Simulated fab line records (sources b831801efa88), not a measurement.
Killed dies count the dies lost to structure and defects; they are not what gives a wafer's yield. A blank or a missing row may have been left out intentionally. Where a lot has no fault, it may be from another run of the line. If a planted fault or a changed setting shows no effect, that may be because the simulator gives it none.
fab line records | flow sky130
[record] lots = 15 | wafers = 42 | lastDay = 50
route steps=708 shown RES_XHIGH@360 LI_CONTACT@375 CONTACT@407
lots that met no fault: from a run of the same line without faults
startH: hours from the record's opening day to when the first of the lot's shown wafers began | waitH: time in hours since the lot's previous step | " as in the row above | L1.1+2: one row covering several wafers at once | - either no value or no given start | * or withheld: withheld | < > ~ a bound
route shown NAME@n: NAME is a module with steps in the file, n the number in the route of the first one | usual: the fault-free wafers' mean and standard deviation | same: alike in all rows | chamber/n: place in a boat | sites: per-site readings | _std_site: their standard deviation | _edge_site: outer sites' mean less inner sites' | radiusMm: for every site, how far away it sits from the centre of the wafer | mask NAME#n: copy n | behind: the tool/chamber that last shaped the wafer | hold: why the lot was held/for how many hours/how that ended | device: which transistor (n, p or np) failed to switch | end of line: the route-end tests of the same wafers | a step given without rows: its recipe and nothing more | killed: not the wafer's yield, but the dies lost to structure and defects at the first sort | map: dies across one wafer; x = killed, . = not, _ = none there
set.NAME: the setting that was run; set.NAME@STEP: the one run at that earlier step | model.NAME: the simulator's own value behind a step, which no gauge read
route steps across a sampled set of lots; one table per step, one row per wafer
services: a tool's chamber out of use, with start hour (startH, from the record's first day; less than 0 if before it), hours out, and reason
[[steps]]
[step SKY_SD_N_RS_MEAS_18]
[recipe] thkMeasGauge = four-point-probe
[usual] RES_XHIGH_RS = 333.0/1.1
lot.wafer | tool         | chamber | startH | waitH | RES_XHIGH_RS[ohm/sq]
L257.1    | filmMetro-04 | -       | 653.46 | 0.1   | 331.4
L257.4    | "            | -       | "      | "     | 330.5
L257.6    | "            | -       | "      | "     | 330.4
L259.3    | filmMetro-01 | -       | 670.75 | 0.1   | 334.6
L259.4    | "            | -       | "      | "     | 335.0
L259.6    | "            | -       | "      | "     | 334.3
L260.1    | filmMetro-01 | -       | 672.85 | 0.1   | 331.2
L260.5    | "            | -       | "      | "     | 332.6
L260.6    | "            | -       | "      | "     | 333.6
L262.3    | filmMetro-01 | -       | 691.06 | 0.1   | 333.2
L262.4    | "            | -       | "      | "     | 333.8
L262.5    | "            | -       | "      | "     | 333.7
L263.3    | filmMetro-01 | -       | 699.56 | 0.1   | 334.3
L263.5    | "            | -       | "      | "     | 335.0
L263.6    | "            | -       | "      | "     | 334.4
L264.2    | filmMetro-03 | -       | 711.69 | 0.1   | 333.5
L264.5    | "            | -       | "      | "     | 333.0
L264.6    | "            | -       | "      | "     | 332.6
L265.2    | filmMetro-04 | -       | 718.54 | 0.1   | 335.1
L265.4    | "            | -       | "      | "     | 334.4
L265.6    | "            | -       | "      | "     | 334.5
L266.1    | filmMetro-01 | -       | 719.42 | 0.1   | 334.0
L266.4    | "            | -       | "      | "     | 333.0
L266.6    | "            | -       | "      | "     | 334.1
L267.1    | filmMetro-03 | -       | 731.11 | 0.1   | 333.1
L267.2    | "            | -       | "      | "     | 333.4
L267.3    | "            | -       | "      | "     | 332.1
L271.1    | filmMetro-01 | -       | 759.11 | 0.1   | 333.1
L271.2    | "            | -       | "      | "     | 333.2
L272.4    | filmMetro-03 | -       | 774.02 | 0.1   | 331.5
L272.5    | "            | -       | "      | "     | 331.7
L273.3    | filmMetro-03 | -       | 778.90 | 0.1   | 333.0
L273.5    | "            | -       | "      | "     | 332.3
L273.6    | "            | -       | "      | "     | 332.2
L274.1    | filmMetro-03 | -       | 781.00 | 0.1   | 333.2
L274.2    | "            | -       | "      | "     | 333.4
L277.1    | filmMetro-03 | -       | 804.85 | 0.1   | 332.8
L277.2    | "            | -       | "      | "     | 331.9
L277.5    | "            | -       | "      | "     | 331.8
L278.1    | filmMetro-01 | -       | 809.00 | 0.1   | 333.8
L278.2    | "            | -       | "      | "     | 334.6
L278.5    | "            | -       | "      | "     | 334.3
[step SKY_LI_CONTACT_OVL_MEAS_13]
[usual] LI_CONTACT_OVL = -5/5
lot.wafer | tool       | chamber | startH | waitH | LI_CONTACT_OVL[nm]
L257.1    | overlay-02 | -       | 682.81 | 0.1   | -3
L257.4    | "          | -       | "      | "     | -1
L257.6    | "          | -       | "      | "     | -9
L259.3    | overlay-01 | -       | 699.22 | 0.1   | 0
L259.4    | "          | -       | "      | "     | -1
L259.6    | "          | -       | "      | "     | -6
L260.1    | overlay-01 | -       | 701.24 | 0.1   | 1
L260.5    | "          | -       | "      | "     | 9
L260.6    | "          | -       | "      | "     | 4
L262.3    | overlay-02 | -       | 719.12 | 0.1   | 2
L262.4    | "          | -       | "      | "     | 0
L262.5    | "          | -       | "      | "     | 3
L263.3    | overlay-01 | -       | 728.32 | 0.1   | -1
L263.5    | "          | -       | "      | "     | 1
L263.6    | "          | -       | "      | "     | -2
L264.2    | overlay-01 | -       | 740.26 | 0.1   | -6
L264.5    | "          | -       | "      | "     | -2
L264.6    | "          | -       | "      | "     | -7
L265.2    | overlay-02 | -       | 746.66 | 0.1   | -2
L265.4    | "          | -       | "      | "     | -1
L265.6    | "          | -       | "      | "     | 2
L266.1    | overlay-01 | -       | 747.46 | 0.1   | -4
L266.4    | "          | -       | "      | "     | -11
L266.6    | "          | -       | "      | "     | -8
L267.1    | overlay-01 | -       | 759.21 | 0.1   | -3
L267.2    | "          | -       | "      | "     | -2
L267.3    | "          | -       | "      | "     | -8
L271.1    | overlay-01 | -       | 786.08 | 0.1   | 2
L271.2    | "          | -       | "      | "     | 3
L272.4    | overlay-02 | -       | 800.08 | 0.1   | -4
L272.5    | "          | -       | "      | "     | -4
L273.3    | overlay-02 | -       | 805.77 | 0.1   | -10
L273.5    | "          | -       | "      | "     | -1
L273.6    | "          | -       | "      | "     | -14
L274.1    | overlay-01 | -       | 808.16 | 0.1   | -7
L274.2    | "          | -       | "      | "     | -9
L277.1    | overlay-01 | -       | 831.71 | 0.1   | -10
L277.2    | "          | -       | "      | "     | -4
L277.5    | "          | -       | "      | "     | -6
L278.1    | overlay-02 | -       | 836.51 | 0.1   | -5
L278.2    | "          | -       | "      | "     | -5
L278.5    | "          | -       | "      | "     | -10
[step SKY_CONTACT_THK_MEAS_01]
[recipe] reads = Si3N4_of_CONTACT_CVD_00
[usual] CONTACT_CVD_00_THK = 75.0/1
lot.wafer | tool         | chamber | startH | waitH | CONTACT_CVD_00_THK[nm]
L257.1    | filmMetro-02 | -       | 713.59 | -     | 73.0
L257.4    | "            | -       | "      | "     | 74.7
L257.6    | "            | -       | "      | "     | 74.3
L259.3    | filmMetro-04 | -       | 729.44 | -     | 74.9
L259.4    | "            | -       | "      | "     | 74.8
L259.6    | "            | -       | "      | "     | 74.8
L260.1    | filmMetro-01 | -       | 731.12 | -     | 74.7
L260.5    | "            | -       | "      | "     | 76.3
L260.6    | "            | -       | "      | "     | 75.5
L262.3    | filmMetro-01 | -       | 749.08 | -     | 74.7
L262.4    | "            | -       | "      | "     | 75.9
L262.5    | "            | -       | "      | "     | 76.0
L263.3    | filmMetro-04 | -       | 757.74 | -     | 73.2
L263.5    | "            | -       | "      | "     | 75.0
L263.6    | "            | -       | "      | "     | 75.3
L264.2    | filmMetro-01 | -       | 769.68 | -     | 74.3
L264.5    | "            | -       | "      | "     | 75.4
L264.6    | "            | -       | "      | "     | 76.0
L265.2    | filmMetro-02 | -       | 775.99 | -     | 74.7
L265.4    | "            | -       | "      | "     | 75.5
L265.6    | "            | -       | "      | "     | 76.2
L266.1    | filmMetro-01 | -       | 776.48 | -     | 74.4
L266.4    | "            | -       | "      | "     | 75.2
L266.6    | "            | -       | "      | "     | 74.3
L267.1    | filmMetro-02 | -       | 787.21 | -     | 74.7
L267.2    | "            | -       | "      | "     | 75.0
L267.3    | "            | -       | "      | "     | 75.3
L271.1    | filmMetro-04 | -       | 814.72 | -     | 75.3
L271.2    | "            | -       | "      | "     | 75.3
L272.4    | filmMetro-02 | -       | 828.68 | -     | 75.7
L272.5    | "            | -       | "      | "     | 75.5
L273.3    | filmMetro-04 | -       | 834.87 | -     | 74.3
L273.5    | "            | -       | "      | "     | 73.8
L273.6    | "            | -       | "      | "     | 74.9
L274.1    | filmMetro-02 | -       | 837.38 | -     | 75.1
L274.2    | "            | -       | "      | "     | 74.0
L277.1    | filmMetro-01 | -       | 860.18 | -     | 74.2
L277.2    | "            | -       | "      | "     | 74.6
L277.5    | "            | -       | "      | "     | 75.1
L278.1    | filmMetro-02 | -       | 864.67 | -     | 73.8
L278.2    | "            | -       | "      | "     | 72.6
L278.5    | "            | -       | "      | "     | 73.4
[step SKY_CONTACT_HDPCVD_02]
[recipe] material = SiO2 | targetThkNm = 565 | sigmaOpenFrac = 0.3 | timeS = 94.2 | tempC = 600 | sih4FlowSccm = 60 | pressureMtorr = 6
[usual] pressureMtorr = 6.002/0.012
lot.wafer | tool      | chamber | startH | waitH | pressureMtorr
L257.1    | hdpcvd-02 | 0       | 713.65 | 0.1   | 6.032
L257.4    | "         | 1       | "      | "     | 5.992
L257.6    | "         | 2       | "      | "     | 6.001
L259.3    | hdpcvd-02 | 2       | 729.48 | 0.0   | 6.008
L259.4    | "         | 2       | "      | "     | 5.984
L259.6    | "         | 1       | "      | "     | 6.022
L260.1    | hdpcvd-01 | 0       | 731.18 | 0.1   | 6.004
L260.5    | "         | 0       | "      | "     | 6.010
L260.6    | "         | 1       | "      | "     | 5.995
L262.3    | hdpcvd-02 | 0       | 749.15 | 0.1   | 6.005
L262.4    | "         | 2       | "      | "     | 5.993
L262.5    | "         | 0       | "      | "     | 6.012
L263.3    | hdpcvd-02 | 0       | 757.78 | 0.0   | 5.999
L263.5    | "         | 1       | "      | "     | 6.013
L263.6    | "         | 0       | "      | "     | 5.988
L264.2    | hdpcvd-01 | 2       | 769.73 | 0.0   | 5.995
L264.5    | "         | 2       | "      | "     | 6.001
L264.6    | "         | 1       | "      | "     | 6.001
L265.2    | hdpcvd-02 | 2       | 776.04 | 0.0   | 5.987
L265.4    | "         | 0       | "      | "     | 5.993
L265.6    | "         | 2       | "      | "     | 6.018
L266.1    | hdpcvd-01 | 0       | 776.54 | 0.1   | 6.001
L266.4    | "         | 2       | "      | "     | 6.012
L266.6    | "         | 1       | "      | "     | 5.994
L267.1    | hdpcvd-01 | 1       | 787.27 | 0.1   | 6.017
L267.2    | "         | 0       | "      | "     | 5.991
L267.3    | "         | 2       | "      | "     | 6.006
L271.1    | hdpcvd-01 | 2       | 814.78 | 0.1   | 5.980
L271.2    | "         | 0       | "      | "     | 5.991
L272.4    | hdpcvd-01 | 0       | 828.74 | 0.1   | 5.992
L272.5    | "         | 1       | "      | "     | 6.000
L273.3    | hdpcvd-02 | 1       | 834.94 | 0.1   | 6.008
L273.5    | "         | 2       | "      | "     | 5.994
L273.6    | "         | 1       | "      | "     | 6.008
L274.1    | hdpcvd-01 | 1       | 837.44 | 0.1   | 6.004
L274.2    | "         | 0       | "      | "     | 5.998
L277.1    | hdpcvd-02 | 2       | 860.24 | 0.1   | 6.012
L277.2    | "         | 0       | "      | "     | 5.977
L277.5    | "         | 2       | "      | "     | 6.000
L278.1    | hdpcvd-02 | 0       | 864.73 | 0.1   | 5.996
L278.2    | "         | 2       | "      | "     | 5.985
L278.5    | "         | 0       | "      | "     | 5.984
[step SKY_CONTACT_THK_MEAS_03]
[recipe] reads = SiO2_of_CONTACT_HDPCVD_02
[usual] CONTACT_HDPCVD_THK = 568/9.1
lot.wafer | tool         | chamber | startH | waitH | CONTACT_HDPCVD_THK[nm]
L257.1    | filmMetro-04 | -       | 713.72 | 0.0   | 572
L257.4    | "            | -       | "      | "     | 563
L257.6    | "            | -       | "      | "     | 565
L259.3    | filmMetro-01 | -       | 729.57 | 0.1   | 560
L259.4    | "            | -       | "      | "     | 564
L259.6    | "            | -       | "      | "     | 552
L260.1    | filmMetro-04 | -       | 731.25 | 0.0   | 561
L260.5    | "            | -       | "      | "     | 562
L260.6    | "            | -       | "      | "     | 567
L262.3    | filmMetro-01 | -       | 749.24 | 0.1   | 566
L262.4    | "            | -       | "      | "     | 559
L262.5    | "            | -       | "      | "     | 560
L263.3    | filmMetro-02 | -       | 757.87 | 0.1   | 563
L263.5    | "            | -       | "      | "     | 556
L263.6    | "            | -       | "      | "     | 569
L264.2    | filmMetro-02 | -       | 769.81 | 0.0   | 574
L264.5    | "            | -       | "      | "     | 568
L264.6    | "            | -       | "      | "     | 570
L265.2    | filmMetro-04 | -       | 776.12 | 0.0   | 549
L265.4    | "            | -       | "      | "     | 559
L265.6    | "            | -       | "      | "     | 562
L266.1    | filmMetro-01 | -       | 776.61 | 0.0   | 571
L266.4    | "            | -       | "      | "     | 564
L266.6    | "            | -       | "      | "     | 572
L267.1    | filmMetro-04 | -       | 787.34 | 0.0   | 572
L267.2    | "            | -       | "      | "     | 570
L267.3    | "            | -       | "      | "     | 570
L271.1    | filmMetro-01 | -       | 814.85 | 0.0   | 342
L271.2    | "            | -       | "      | "     | 578
L272.4    | filmMetro-01 | -       | 828.81 | 0.0   | 581
L272.5    | "            | -       | "      | "     | 350
L273.3    | filmMetro-01 | -       | 835.03 | 0.1   | 550
L273.5    | "            | -       | "      | "     | 556
L273.6    | "            | -       | "      | "     | 549
L274.1    | filmMetro-04 | -       | 837.51 | 0.0   | 345
L274.2    | "            | -       | "      | "     | 583
L277.1    | filmMetro-04 | -       | 860.31 | 0.0   | 570
L277.2    | "            | -       | "      | "     | 576
L277.5    | "            | -       | "      | "     | 569
L278.1    | filmMetro-04 | -       | 864.80 | 0.0   | 580
L278.2    | "            | -       | "      | "     | 566
L278.5    | "            | -       | "      | "     | 577
[step SKY_CONTACT_CMP_04]
[recipe] material = SiO2 | downForcePsi = 4 | platenRpm = 60 | padVelocityMS = 0.94248
[usual] edgeZonePressureFrac = 1.000/0.0049 | motorCurrentA = 11.2/0.77 | timeToEndpointS = 81/4.3
lot.wafer | tool   | chamber | startH | waitH | edgeZonePressureFrac | motorCurrentA | timeToEndpointS
L257.1    | cmp-01 | 3       | 713.78 | 0.1   | 1.005                | 12.1          | 80
L257.4    | "      | 2       | "      | "     | 1.001                | 11.0          | 80
L257.6    | "      | 3       | "      | "     | 0.992                | 12.1          | 82
L259.3    | cmp-01 | 3       | 729.66 | 0.1   | 0.998                | 12.2          | 82
L259.4    | "      | 0       | "      | "     | 1.003                | 10.6          | 81
L259.6    | "      | 2       | "      | "     | 0.999                | 11.4          | 77
L260.1    | cmp-01 | 0       | 731.46 | 0.2   | 0.996                | 11.8          | 77
L260.5    | "      | 1       | "      | "     | 0.995                | 12.3          | 78
L260.6    | "      | 2       | "      | "     | 1.001                | 11.4          | 84
L262.3    | cmp-02 | 3       | 749.38 | 0.1   | 1.004                | 9.9           | 83
L262.4    | "      | 0       | "      | "     | 1.001                | 11.1          | 84
L262.5    | "      | 2       | "      | "     | 0.998                | 10.6          | 81
L263.3    | cmp-02 | 1       | 757.96 | 0.1   | 0.994                | 11.8          | 79
L263.5    | "      | 0       | "      | "     | 1.001                | 11.2          | 80
L263.6    | "      | 1       | "      | "     | 1.000                | 11.6          | 79
L264.2    | cmp-01 | 0       | 769.86 | 0.0   | 0.993                | 10.7          | 83
L264.5    | "      | 0       | "      | "     | 1.007                | 11.2          | 79
L264.6    | "      | 1       | "      | "     | 1.001                | 12.4          | 79
L265.2    | cmp-01 | 1       | 776.22 | 0.1   | 0.998                | 11.1          | 74
L265.4    | "      | 2       | "      | "     | 0.998                | 11.6          | 82
L265.6    | "      | 1       | "      | "     | 1.000                | 12.0          | 81
L266.1    | cmp-02 | 1       | 776.72 | 0.1   | 1.002                | 11.7          | 80
L266.4    | "      | 2       | "      | "     | 0.995                | 10.9          | 84
L266.6    | "      | 1       | "      | "     | 1.004                | 11.7          | 83
L267.1    | cmp-02 | 3       | 787.80 | 0.4   | 1.000                | 11.3          | 87
L267.3    | "      | 0       | "      | "     | 1.003                | 10.5          | 87
L267.2    | "      | 2       | "      | "     | 1.002                | 11.1          | 87
L271.2    | cmp-01 | 1       | 814.91 | 0.0   | 1.000                | 12.0          | 85
L271.1    | "      | 0       | "      | "     | 1.009                | 11.4          | 0
L272.4    | cmp-02 | 1       | 828.99 | 0.2   | 1.006                | 11.6          | 82
L272.5    | "      | 3       | "      | "     | 0.997                | 9.9           | 2
L273.3    | cmp-02 | 0       | 835.12 | 0.1   | 0.997                | 10.6          | 74
L273.5    | "      | 3       | "      | "     | 0.999                | 9.8           | 74
L273.6    | "      | 0       | "      | "     | 0.998                | 10.6          | 76
L274.1    | cmp-02 | 0       | 837.57 | 0.1   | 1.000                | 10.5          | 3
L274.2    | "      | 2       | "      | "     | 1.003                | 10.4          | 87
L277.2    | cmp-02 | 1       | 860.37 | 0.0   | 1.003                | 12.2          | 81
L277.1    | "      | 0       | "      | "     | 0.994                | 11.2          | 82
L277.5    | "      | 2       | "      | "     | 0.999                | 10.3          | 79
L278.2    | cmp-02 | 2       | 864.96 | 0.1   | 1.001                | 10.3          | 83
L278.1    | "      | 3       | "      | "     | 0.992                | 9.6           | 85
L278.5    | "      | 1       | "      | "     | 1.001                | 12.1          | 81
[[services]]
tool      | chamber | startH | hours | kind
cmp-02    | -       | 693.93 | 4.3   | repair
hdpcvd-01 | -       | 694.18 | 2.8   | pm
hdpcvd-01 | 2       | 711.00 | 4.4   | repair
cmp-02    | -       | 742.26 | 0.5   | repair
cmp-02    | -       | 744.00 | 4.0   | pm
hdpcvd-02 | 1       | 744.26 | 9.6   | repair
cmp-02    | -       | 748.00 | -     | consumableReplace:conditioner
cmp-02    | -       | 748.00 | -     | consumableReplace:pad
hdpcvd-02 | -       | 763.86 | 10.7  | repair
cmp-01    | -       | 786.76 | 5.6   | pm
cmp-02    | -       | 808.72 | 0.5   | repair
hdpcvd-02 | 0       | 814.97 | 22.8  | repair
[[key]]
[firstSign] step = SKY_CONTACT_THK_MEAS_03 | reading = CONTACT_HDPCVD_THK | direction = down | sigmas = 24 | usual = 568 | struck = 346
[effect] step = SKY_CONTACT_CMP_04 | reading = timeToEndpointS | direction = down | sigmas = 18 | usual = * | struck = *
metAt SKY_CONTACT_HDPCVD_02
struckLots L271,L272,L274
struckWafers L271.1,L272.5,L274.1
sortLeftOut L271.1,L272.5,L274.1
testerLeftOut L271,L272,L274
notActingAt SKY_SD_N_RS_MEAS_18,SKY_LI_CONTACT_OVL_MEAS_13,SKY_CONTACT_THK_MEAS_01
onsetBetween 787.27 814.78
[fault] kind = processParameterDrift | tool = hdpcvd-01 | chamber = - | onsetH = 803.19 | steps = SKY_CONTACT_HDPCVD_02 | channel = targetThkNm | offset = -230.81 | shape = step | endH = 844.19 | scope = struckWafersOnly | actsIn = theseRecipesOnly | stated = 565
// testerLeftOut: of these lots the tester's yield and bins aren't shown, on N5 and GAA mostly nor the transistor test; their killed dies are dies lost to structure and defects alone, not to doping, threshold or leakage, so they don't give the yield
// sortLeftOut: the simulated sort isn't trusted on such a fault, so these wafers' sort isn't shown, and their yield isn't known
